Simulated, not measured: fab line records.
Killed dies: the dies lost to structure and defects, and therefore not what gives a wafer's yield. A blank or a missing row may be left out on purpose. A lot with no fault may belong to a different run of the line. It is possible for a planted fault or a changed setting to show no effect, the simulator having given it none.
Chamber matching || flow sky130 || SKY_FIELD_ISO_ETCH_17 on rie-si-01 has 4 sister chambers
The step etches Si in HBr/Cl2/O2, target depth 342 nm, time 97.7 s. 7 wafers are shown with their chamber, then 8 later ones without.

== WAFERS PAIRED WITH THEIR CHAMBERS ==
{"wafer": "L140.4", "chamber": 1, "drypump-motor-current-A (A)": 5.9, "oes-product-au (a.u.)": 1.011}
{"wafer": "L142.3", "chamber": 1, "drypump-motor-current-A (A)": 5.9, "oes-product-au (a.u.)": 1.011}
{"wafer": "L144.1", "chamber": 2, "drypump-motor-current-A (A)": 5.7, "oes-product-au (a.u.)": 1.008}
{"wafer": "L144.2", "chamber": 0, "drypump-motor-current-A (A)": 6.5, "oes-product-au (a.u.)": 1.004}
{"wafer": "L148.4", "chamber": 0, "drypump-motor-current-A (A)": 6.5, "oes-product-au (a.u.)": 1.011}
{"wafer": "L148.5", "chamber": 3, "drypump-motor-current-A (A)": 6.1, "oes-product-au (a.u.)": 0.986}
{"wafer": "L149.4", "chamber": 3, "drypump-motor-current-A (A)": 6.2, "oes-product-au (a.u.)": 0.972}

== WAFERS WHOSE CHAMBER IS MISSING ==
{"wafer": "L149.5", "drypump-motor-current-A (A)": 5.8, "oes-product-au (a.u.)": 0.996}
{"wafer": "L149.6", "drypump-motor-current-A (A)": 5.7, "oes-product-au (a.u.)": 1.000}
{"wafer": "L152.2", "drypump-motor-current-A (A)": 5.9, "oes-product-au (a.u.)": 1.009}
{"wafer": "L152.3", "drypump-motor-current-A (A)": 5.7, "oes-product-au (a.u.)": 0.989}
{"wafer": "L152.4", "drypump-motor-current-A (A)": 6.5, "oes-product-au (a.u.)": 0.996}
{"wafer": "L158.1", "drypump-motor-current-A (A)": 5.7, "oes-product-au (a.u.)": 1.003}
{"wafer": "L158.3", "drypump-motor-current-A (A)": 5.8, "oes-product-au (a.u.)": 0.995}
{"wafer": "L158.4", "drypump-motor-current-A (A)": 6.2, "oes-product-au (a.u.)": 0.972}

== WHICH CHAMBER EACH ONE RAN IN ==
{"wafer": "L149.5", "from the rows above": "can't be placed: 2 or 1", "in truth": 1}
{"wafer": "L149.6", "from the rows above": 2, "in truth": 2}
{"wafer": "L152.2", "from the rows above": 1, "in truth": 1}
{"wafer": "L152.3", "from the rows above": 2, "in truth": 2}
{"wafer": "L152.4", "from the rows above": 0, "in truth": 0}
{"wafer": "L158.1", "from the rows above": 2, "in truth": 2}
{"wafer": "L158.3", "from the rows above": "can't be placed: 2 or 1", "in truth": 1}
{"wafer": "L158.4", "from the rows above": 3, "in truth": 3}
Correct placement for 6 of the 8. From these rows, 2 cannot be placed; in 2 the true chamber is one of the candidates. 0 placed wrongly.
How it was worked out, from the rows above alone: a wafer's distance from a chamber is the root of the sum, over the readings, of the square of ((its reading less the chamber's mean) divided by the reading's scatter). If the next closest chamber is less than 2 further off than the closest, the wafer can't be placed; otherwise it belongs to the closest. A chamber's mean is the mean of its shown wafers. The scatter is the square root of a quotient: the sum, over the shown wafers, of each reading's squared deviation from its chamber's mean, divided by wafers minus chambers.
